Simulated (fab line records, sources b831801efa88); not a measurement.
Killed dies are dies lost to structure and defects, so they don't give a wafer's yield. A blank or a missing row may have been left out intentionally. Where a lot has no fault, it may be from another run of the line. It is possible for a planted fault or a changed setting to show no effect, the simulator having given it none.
fab line records	flow sky130
[record] lots = 4	wafers = 12	last_day = 49
route steps=708 shown LDD_LDN@292 SPACER@304 POLY_CUT@307 SD_P@320 RES_XHIGH@332 SALICIDE@361 PAD_OPEN@708
lots with no fault: from the same line, run without faults
start_h: hours from the record's opening day to when the first of the lot's shown wafers began	wait_h: hours from the lot's prior step to this one	" as in the row above	L1.1+2: one row covering several wafers at once	- no value, or no start given	* or withheld: withheld	< > ~ a bound
route shown NAME@n: a module of which the file shows steps, and the number in the route of the first	usual: mean/standard deviation of fault-free wafers	same: alike in all rows	chamber/n: place in a boat	sites: per-site readings	_std_site: their standard deviation	_edge_site: outer sites' mean less inner sites'	radius_mm: for every site, how far away it sits from the centre of the wafer	mask NAME#n: copy n	behind: the last tool/chamber to shape the wafer	hold: cause of the lot's hold/its duration in hours/its outcome	device: the transistor (n, p or np) that didn't switch	end of line: at the end of the route, the tests of the same wafers	where a step has no rows: the recipe by itself	killed: dies that structure and defects cost at the first sort, which is not the same as the wafer's yield	map: a wafer's dies, x killed, . not, _ none there
set.NAME: the run value of the setting; set.NAME@STEP: its run value at that earlier step	model.NAME: the simulator's own value behind a step, which no gauge read
a table for each step, a row for each wafer; lots at some steps of the route
services: when a tool's chamber went out of use (start_h, in hours from the record's first day, below 0 if earlier), for how many hours, and the reason
[[steps]]
[step SKY_LDD_LDN_SOFTBAKE_03]
[recipe] temp_c = 90	time_s = 60	resist = NOVOLAK
[step SKY_LDD_LDN_EXPOSE_04]
[recipe] mask_id = LDNTM	na = 0.6	source_shape = conventional	sigma_outer = 0.6	polarization = unpolarized	target_cd_nm = 700	dose_mj = 140
[step SKY_LDD_LDN_PEB_05]
[recipe] temp_c = withheld	time_s = *	resist = NOVOLAK
[step SKY_LDD_LDN_DEVELOP_06]
[recipe] resist = NOVOLAK	developer = TMAH	develop_time_s = 60	dev_temp_c = 23
[step SKY_LDD_LDN_IMPLANT_08]
[recipe] species = As	energy_kev = 15	dose_cm2 = 1.25e+13	tilt_deg = withheld	rotation_deg = 23
[step SKY_LDD_LDN_IMPLANT_09]
[recipe] species = As	energy_kev = 15	dose_cm2 = 1.25e+13	tilt_deg = withheld	rotation_deg = 113
[step SKY_LDD_LDN_IMPLANT_10]
[recipe] species = As	energy_kev = 15	dose_cm2 = 1.25e+13	tilt_deg = withheld	rotation_deg = 203
[step SKY_LDD_LDN_IMPLANT_11]
[recipe] species = As	energy_kev = 15	dose_cm2 = 1.25e+13	tilt_deg = withheld	rotation_deg = 293
[step SKY_LDD_LDN_STRIP_12]
[recipe] chemistry = O2/N2	power_w = 1400	pressure_mtorr = 1500	platen_temp_c = withheld	o2_flow_sccm = 3000	n2_flow_sccm = 300	overash_fraction = 0.5
[step SKY_LDD_LDN_CLEAN_14]
[recipe] chemistry = SC1/SC2	mix = 1:4:20	temp_c = 70	time_s = 150	dry = n2_spin
[step SKY_SPACER_CVD_00]
[recipe] material = Si3N4	precursor = DCS/NH3	target_thk_nm = 43.1	temp_c = 770	time_s = 740	pressure_mtorr = 250
[usual] spike_tc_bottom_C = 792/3.8	spike_tc_centre_C = 771.0/1.5	spike_tc_lower_C = 769.8/0.94	spike_tc_top_C = 784.4/2	spike_tc_upper_C = 769.4/1.3	susceptor_temp_C = 770.0/0.31	zone_power_lower_pct = 13.5/0.8
lot.wafer	tool	chamber	start_h	wait_h	spike_tc_bottom_C	spike_tc_centre_C	spike_tc_lower_C	spike_tc_top_C	spike_tc_upper_C	susceptor_temp_C	zone_power_lower_pct	model.Si3N4_of_SPACER_CVD_00.thk_nm
L927.3	lpcvd-02	1	591.73	0.0	775	758.0	753.8	770.2	757.7	756.8	12.4	33.75
L927.4	"	1	"	"	775	758.3	756.5	769.4	754.7	756.5	12.2	34.19
L927.5	"	1	"	"	775	759.7	755.6	769.4	756.8	756.6	12.4	34.08
L928.1	lpcvd-02	1	595.64	0.0	775	757.9	757.2	768.2	754.9	757.0	12.6	34.12
L928.3	"	1	"	"	777	757.2	755.9	769.4	754.2	756.7	12.2	34.01
L928.4	"	1	"	"	776	757.9	756.2	769.9	755.5	756.6	12.3	33.87
L935.2	lpcvd-02	1	662.86	0.0	790	774.1	769.7	781.6	768.4	769.2	12.8	43.43
L935.3	"	1	"	"	787	772.0	768.6	783.4	768.6	770.3	12.7	43.47
L935.6	"	1	"	"	788	772.2	769.5	783.8	768.3	770.0	12.7	43.68
L936.2	lpcvd-02	0	665.42	1.5	797	770.7	769.7	785.4	769.8	769.7	14.3	43.27
L936.3	"	0	"	"	798	768.8	769.8	784.6	770.2	770.1	14.8	42.78
L936.5	"	0	"	"	793	768.9	770.7	786.0	770.2	770.0	14.4	42.83
[step SKY_SPACER_THK_MEAS_01]
[recipe] reads = Si3N4_of_SPACER_CVD_00
[usual] SPACER_CVD_00_THK = 43.4/0.38
lot.wafer	tool	chamber	start_h	wait_h	hold	SPACER_CVD_00_THK[nm]
L927.3	film_metro-01	-	593.56	0.0	await_dispo/0.2h/release	33.7
L927.4	"	-	"	"	await_dispo/0.2h/release	34.2
L927.5	"	-	"	"	await_dispo/0.2h/release	34.1
L927.3	film_metro-01	-	593.79	0.2	-	33.8
L927.4	"	-	"	"	-	34.2
L927.5	"	-	"	"	-	34.1
L928.1	film_metro-03	-	596.84	0.0	await_dispo/0.2h/release	34.1
L928.3	"	-	"	"	await_dispo/0.2h/release	34.1
L928.4	"	-	"	"	await_dispo/0.2h/release	33.9
L928.1	film_metro-03	-	597.07	0.2	-	34.1
L928.3	"	-	"	"	-	34.0
L928.4	"	-	"	"	-	33.9
L935.2	film_metro-04	-	664.07	0.0	-	43.4
L935.3	"	-	"	"	-	43.4
L935.6	"	-	"	"	-	43.7
L936.2	film_metro-03	-	666.64	0.0	-	43.3
L936.3	"	-	"	"	-	42.8
L936.5	"	-	"	"	-	42.9
[step SKY_SPACER_ETCHBACK_02]
[recipe] chemistry = CH3F/O2	target = Si3N4	stop_on = SiO2	source_w = 400	bias_w = 80	pressure_mtorr = 25	ch3f_flow_sccm = 40	O2_flow_sccm = 30	time_s = 46.7	target_depth_a = 450
[usual] ch3f_flow_sccm = 40.00/0.12	drypump_motor_current_A = 5.8/0.41	oes_product_au = 0.857/0.006	rf_fwd_power_W = 395.3/1.6	throttle_valve_pct = 10.563/0.0089
lot.wafer	tool	chamber	start_h	wait_h	hold	ch3f_flow_sccm	drypump_motor_current_A	oes_product_au	rf_fwd_power_W	rf_hours_counter_h	throttle_valve_pct	model.etch.depth_nm
L927.3	rie_diel-03	0	597.01	3.2	await_dispo/3.2h/release	39.86	5.7	0.759	394.8	17	10.537	33.75
L927.4	"	2	"	"	await_dispo/3.2h/release	39.99	6.4	0.761	396.6	-	10.576	34.19
L927.5	"	0	"	"	await_dispo/3.2h/release	39.92	5.7	0.755	393.7	-	10.554	34.08
L928.1	rie_diel-03	2	599.69	2.6	await_dispo/2.6h/release	40.13	6.4	0.748	394.1	19	10.551	34.12
L928.3	"	0	"	"	await_dispo/2.6h/release	40.19	5.7	0.757	393.6	18	10.548	34.01
L928.4	"	0	"	"	await_dispo/2.6h/release	40.15	5.7	0.751	394.1	-	10.537	33.87
L935.2	rie_diel-04	2	664.12	0.0	-	40.06	5.7	0.858	392.5	52	10.550	43.43
L935.3	"	1	"	"	-	39.94	5.3	0.853	393.3	4	10.561	43.47
L935.6	"	1	"	"	-	39.89	5.3	0.860	393.5	-	10.573	43.68
L936.2	rie_diel-04	2	666.69	0.0	-	39.98	5.7	0.861	393.6	52	10.560	43.27
L936.3	"	1	"	"	-	40.02	5.2	0.845	396.0	4	10.566	42.78
L936.5	"	0	"	"	-	40.13	5.7	0.854	393.8	-	10.571	42.83
[step SKY_POLY_CUT_DEHYDRATE_00]
[recipe] temp_c = 200	time_s = 60
[step SKY_POLY_CUT_HMDS_01]
[recipe] prime_time_s = 60	prime_temp_c = 120
[step SKY_POLY_CUT_COAT_02]
[recipe] resist = BARC	temp_c = withheld	time_s = withheld	spin_rpm = 3000	resist_thk_nm = 60
[step SKY_POLY_CUT_COAT_03]
[recipe] resist = KrF-thick	spin_rpm = 3000	resist_thk_nm = 450
[step SKY_POLY_CUT_SOFTBAKE_04]
[recipe] temp_c = 100	time_s = 90	resist = KrF-thick
[step SKY_POLY_CUT_EXPOSE_05]
[recipe] mask_id = NPCM	na = 0.8	source_shape = annular	sigma_inner = 0.55	sigma_outer = 0.85	target_cd_nm = 270	dose_mj = 32
[step SKY_POLY_CUT_PEB_06]
[recipe] peb_temp_c = withheld	peb_time_s = withheld	resist = KrF-thick
[step SKY_POLY_CUT_DEVELOP_07]
[recipe] develop_time_s = 60	resist = KrF-thick	dev_temp_c = 21
[step SKY_POLY_CUT_ETCH_10]
[recipe] chemistry = N2/H2	target = BARC	ion_energy_ev = 200	source_w = 500	bias_w = 100	pressure_mtorr = 30	n2_flow_sccm = 100	h2_flow_sccm = 200	stop_on = SiO2	time_s = 45.9	target_depth_a = 600
[step SKY_POLY_CUT_ETCH_11]
[recipe] target = Si3N4	chemistry = CF4/CH2F2/Ar	stop_on = poly-Si	source_w = 600	bias_w = 150	pressure_mtorr = 40	cf4_flow_sccm = 40	ch2f2_flow_sccm = 20	Ar_flow_sccm = 150	time_s = 42.5	target_depth_a = 600
[step SKY_POLY_CUT_STRIP_12]
[recipe] chemistry = O2/N2	power_w = 1400	pressure_mtorr = 1500	platen_temp_c = withheld	o2_flow_sccm = 3000	n2_flow_sccm = 300	overash_fraction = 0.5
[step SKY_SD_P_DEHYDRATE_00]
[recipe] temp_c = 200	time_s = 60
[step SKY_SD_P_HMDS_01]
[recipe] prime_time_s = 60	prime_temp_c = 120
[step SKY_SD_P_COAT_02]
[recipe] resist = NOVOLAK	spin_rpm = 3000	resist_thk_nm = 1140
[step SKY_SD_P_SOFTBAKE_03]
[recipe] temp_c = 90	time_s = 60	resist = NOVOLAK
[step SKY_SD_P_EXPOSE_04]
[recipe] mask_id = PSDM	na = 0.6	source_shape = conventional	sigma_outer = 0.6	polarization = unpolarized	target_cd_nm = 380	dose_mj = 138
[step SKY_SD_P_PEB_05]
[recipe] temp_c = withheld	time_s = *	resist = NOVOLAK
[step SKY_SD_P_DEVELOP_06]
[recipe] resist = NOVOLAK	developer = TMAH	develop_time_s = 60	dev_temp_c = 23
[step SKY_SD_P_IMPLANT_09]
[recipe] species = BF2	energy_kev = 20	dose_cm2 = 3e+15	tilt_deg = 0
[step SKY_SD_P_STRIP_10]
[recipe] chemistry = O2/N2	power_w = 1400	pressure_mtorr = 1500	platen_temp_c = withheld	o2_flow_sccm = 3000	n2_flow_sccm = 300	overash_fraction = 0.5
[step SKY_RES_XHIGH_DEHYDRATE_00]
[recipe] temp_c = 200	time_s = 60
[step SKY_RES_XHIGH_HMDS_01]
[recipe] prime_time_s = 60	prime_temp_c = 120
[step SKY_SALICIDE_CLEAN_00]
[recipe] chemistry = HF-last	time_s = 30	dilution = 100:1	dry = ipa_marangoni
lot.wafer	tool	chamber	start_h	wait_h	model.Si3N4_of_SPACER_CVD_00.thk_nm
L927.3	wet_bench-02	3	712.24	0.1	32.78
L927.4	"	3	"	"	33.21
L927.5	"	3	"	"	33.1
L928.1	wet_bench-04	0	714.84	0.1	33.15
L928.3	"	0	"	"	33.04
L928.4	"	0	"	"	32.89
L935.2	wet_bench-02	3	776.46	0.1	42.45
L935.3	"	3	"	"	42.49
L935.6	"	3	"	"	42.7
L936.2	wet_bench-04	0	780.39	0.1	42.29
L936.3	"	0	"	"	41.79
L936.5	"	0	"	"	41.85
[step SKY_PAD_OPEN_PROBE_99]
[usual] killed_at_M0_to_M3 = 43/6.6	killed_at_M4_up = 3.1/1.9	killed_at_contacts = 24/5.2	killed_at_front_end = 16/4.5	killed_at_other = 0.4/0.62	killed_dies = 87/9	killed_open = 48/7	killed_short = 39/6.2
[same] gross_dies = 492	killed_at_back_side = 0
lot.wafer	tool	chamber	start_h	wait_h	killed_at_M0_to_M3	killed_at_M4_up	killed_at_contacts	killed_at_front_end	killed_at_other	killed_dies	killed_open	killed_short	model.etest.pfet_01v8.r_on_ohm_um	model.etest.pfet_g5v0d10v5.r_on_ohm_um	model.etest.nfet_g5v0d10v5.r_on_ohm_um	model.etest.sonos_uncharged.r_on_ohm_um	model.etest.res_pdiff.line_ohm_um	model.etest.pfet_01v8.drive_ua_um	model.etest.nfet_01v8_lvt.drive_ua_um	model.etest.sram_pfet_latch.drive_ua_um
L927.3	prober-01	-	1129.44	0.2	49	3	32	14	0	98	58	40	2612	4677	1811	766.9	1337	216.1	598.8	162.8
L927.4	prober-01	-	1129.49	0.2	42	1	36	10	0	89	51	38	2576	4605	1804	751.6	1352	221.9	612.4	166.6
L927.5	prober-01	-	1129.54	0.2	47	2	22	22	1	94	51	43	2643	4652	1829	764.9	1328	214.9	609.9	165.5
L928.1	prober-02	-	1132.47	0.1	59	0	20	19	0	98	55	39	2640	4698	1829	764.4	1372	213	602	161.8
L928.3	prober-02	-	1132.57	0.2	40	3	28	14	0	85	49	34	2658	4732	1852	765.3	1334	215.2	592	158.4
L928.4	prober-02	-	1132.62	0.2	34	2	25	21	0	82	45	36	2652	4736	1834	754.1	1332	214.1	606.9	162.3
L935.2	prober-02	-	1175.43	0.1	35	1	23	17	0	76	41	32	2964	4671	1872	798.3	1369	187.9	559.1	136.6
L935.3	prober-02	-	1175.48	0.2	32	9	24	20	0	85	44	41	2947	4750	1866	789.3	1395	190.2	567	137.5
L935.6	prober-02	-	1175.63	0.2	40	3	34	10	0	87	50	37	2925	4700	1847	799.8	1381	190.8	573.7	142.3
L936.2	prober-01	-	1178.28	0.1	47	2	34	15	0	98	46	51	2876	4772	1874	821.9	1370	193.5	593.1	145.3
L936.3	prober-01	-	1178.33	0.2	35	2	35	18	0	90	50	40	2864	4740	1868	812	1360	194.9	588.8	145.2
L936.5	prober-01	-	1178.43	0.2	55	4	38	18	2	117	65	51	2891	4710	1851	799.2	1357	194.1	583.9	148.8
// killed by level:class
L927.3 CONTACT:geometric_particle:open=14 VIA1:geometric_particle:open=9 LI_CONTACT:geometric_particle:open=8 VIA2:geometric_particle:open=8 VIA1:geometric_particle:short=7 FIELD_ISO:geometric_particle:short=5 VIA3:geometric_particle:open=5 LOCAL_INTERCONNECT:geometric_particle:short=5
L927.4 LI_CONTACT:geometric_particle:open=12 CONTACT:geometric_particle:open=8 VIA1:geometric_particle:open=8 LOCAL_INTERCONNECT:geometric_particle:open=6 CONTACT:geometric_particle:short=6 VIA2:geometric_particle:short=6 METAL1:geometric_particle:short=5 VIA1:geometric_particle:short=5
L927.5 VIA1:geometric_particle:open=11 VIA2:geometric_particle:open=10 LI_CONTACT:geometric_particle:open=7 CONTACT:geometric_particle:open=6 VIA1:geometric_particle:short=6 FIELD_ISO:geometric_particle:short=5 POLY_GATE:geometric_particle:open=4 CONTACT:geometric_particle:short=4
L928.1 VIA1:geometric_particle:open=15 METAL1:geometric_particle:short=11 VIA2:geometric_particle:open=10 VIA3:geometric_particle:open=10 CONTACT:geometric_particle:short=7 CONTACT:geometric_particle:open=6 FIELD_ISO:geometric_particle:open=5 POLY_GATE:geometric_particle:short=5
L928.3 VIA3:geometric_particle:open=10 CONTACT:geometric_particle:open=10 LI_CONTACT:geometric_particle:open=9 METAL2:geometric_particle:short=8 VIA1:geometric_particle:open=7 FIELD_ISO:geometric_particle:short=4 METAL1:geometric_particle:short=4 VIA2:geometric_particle:open=4
L928.4 CONTACT:geometric_particle:open=8 VIA3:geometric_particle:open=8 POLY_GATE:geometric_particle:open=5 VIA2:geometric_particle:open=5 LOCAL_INTERCONNECT:geometric_particle:short=5 METAL1:geometric_particle:short=5 FIELD_ISO:geometric_particle:open=4 LI_CONTACT:geometric_particle:open=4
L935.2 VIA1:geometric_particle:open=9 CONTACT:geometric_particle:open=8 VIA3:geometric_particle:open=7 FIELD_ISO:geometric_particle:short=6 LI_CONTACT:geometric_particle:open=6 FIELD_ISO:geometric_particle:open=5 VIA1:geometric_particle:short=5 VIA2:geometric_particle:open=5
L935.3 LI_CONTACT:geometric_particle:open=8 METAL4:geometric_particle:short=8 VIA2:geometric_particle:open=7 POLY_GATE:geometric_particle:open=6 CONTACT:geometric_particle:open=6 LOCAL_INTERCONNECT:geometric_particle:short=5 METAL1:geometric_particle:short=5 VIA1:geometric_particle:open=4
L935.6 LI_CONTACT:geometric_particle:open=13 VIA1:geometric_particle:open=9 VIA3:geometric_particle:open=7 METAL2:geometric_particle:short=7 CONTACT:geometric_particle:short=6 CONTACT:geometric_particle:open=6 VIA2:geometric_particle:open=5 LI_CONTACT:geometric_particle:short=4
L936.2 CONTACT:geometric_particle:open=13 VIA1:geometric_particle:open=9 METAL1:geometric_particle:short=8 LI_CONTACT:geometric_particle:short=7 LI_CONTACT:geometric_particle:open=7 METAL2:geometric_particle:short=7 VIA2:geometric_particle:open=7 CONTACT:geometric_particle:short=5
L936.3 VIA1:geometric_particle:open=13 CONTACT:geometric_particle:open=10 CONTACT:geometric_particle:short=10 LI_CONTACT:geometric_particle:open=9 VIA3:geometric_particle:open=6 VIA1:geometric_particle:short=5 FIELD_ISO:geometric_particle:open=4 POLY_GATE:geometric_particle:open=4
L936.5 VIA1:geometric_particle:open=17 CONTACT:geometric_particle:open=15 LI_CONTACT:geometric_particle:open=9 METAL2:geometric_particle:short=8 VIA2:geometric_particle:open=7 POLY_GATE:geometric_particle:open=6 CONTACT:geometric_particle:short=6 LOCAL_INTERCONNECT:geometric_particle:short=4
[[services]]
tool	chamber	start_h	hours	kind
rie_diel-04	2	578.71	6.9	repair
wet_bench-02	-	579.57	1.8	repair
rie_diel-03	-	589.21	0.3	repair
rie_diel-03	3	591.60	6.1	repair
rie_diel-03	2	600.10	3.2	repair
rie_diel-03	3	610.88	-	clean
rie_diel-03	3	610.88	14.9	scheduled_down
rie_diel-03	3	610.88	14.9	vent_cycle
rie_diel-04	0	656.28	6.3	repair
rie_diel-04	2	671.68	3.4	repair
lpcvd-02	-	676.48	14.6	pm
rie_diel-04	2	690.74	-	clean
rie_diel-04	2	690.74	19.0	scheduled_down
rie_diel-04	2	690.74	19.0	vent_cycle
rie_diel-03	-	695.77	0.4	repair
rie_diel-04	-	712.04	0.5	repair
rie_diel-04	2	746.10	5.6	repair
rie_diel-04	0	758.61	-	clean
rie_diel-04	0	758.61	18.0	scheduled_down
rie_diel-04	0	758.61	18.0	vent_cycle
[[key]]
[first_sign] step = SKY_SPACER_CVD_00	reading = susceptor_temp_C	direction = down	sigmas = 43	usual = *	struck = *
[effect] step = SKY_SPACER_CVD_00	reading = spike_tc_lower_C	direction = down	sigmas = 15	usual = 769.8	struck = 755.9
[effect] step = SKY_SPACER_THK_MEAS_01	reading = visit	direction = added
[effect] step = SKY_SPACER_THK_MEAS_01	reading = SPACER_CVD_00_THK	direction = down	sigmas = 24	usual = 43.4	struck = 34.0
[effect] step = SKY_SPACER_ETCHBACK_02	reading = oes_product_au	direction = down	sigmas = 17	usual = 0.857	struck = 0.755
[model_effect] step = SKY_SPACER_CVD_00	value = Si3N4_of_SPACER_CVD_00.thk_nm	without = 43.87	struck = 34
[model_effect] step = SKY_SPACER_ETCHBACK_02	value = etch.depth_nm	without = 43.87	struck = 34
[model_effect] step = SKY_SALICIDE_CLEAN_00	value = Si3N4_of_SPACER_CVD_00.thk_nm	without = 42.9	struck = 33.03
[model_effect] step = SKY_PAD_OPEN_PROBE_99	value = etest.pfet_01v8.r_on_ohm_um	without = 2944	struck = 2630
met_at SKY_SPACER_CVD_00
struck_wafers L927.3,L927.4,L927.5,L928.1,L928.3,L928.4
tester_left_out L927,L928
[fault] kind = process_parameter_drift	tool = lpcvd-02	chamber = -	onset_h = 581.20	steps = SKY_SPACER_CVD_00	channel = temp_c	offset = *	shape = step	end_h = 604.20	acts_in = *	stated = *
// tester_left_out: of these lots the tester's yield and bins aren't shown, on N5 and GAA mostly nor the transistor test; their killed dies are dies lost to structure and defects alone, not to doping, threshold or leakage, so they don't give the yield
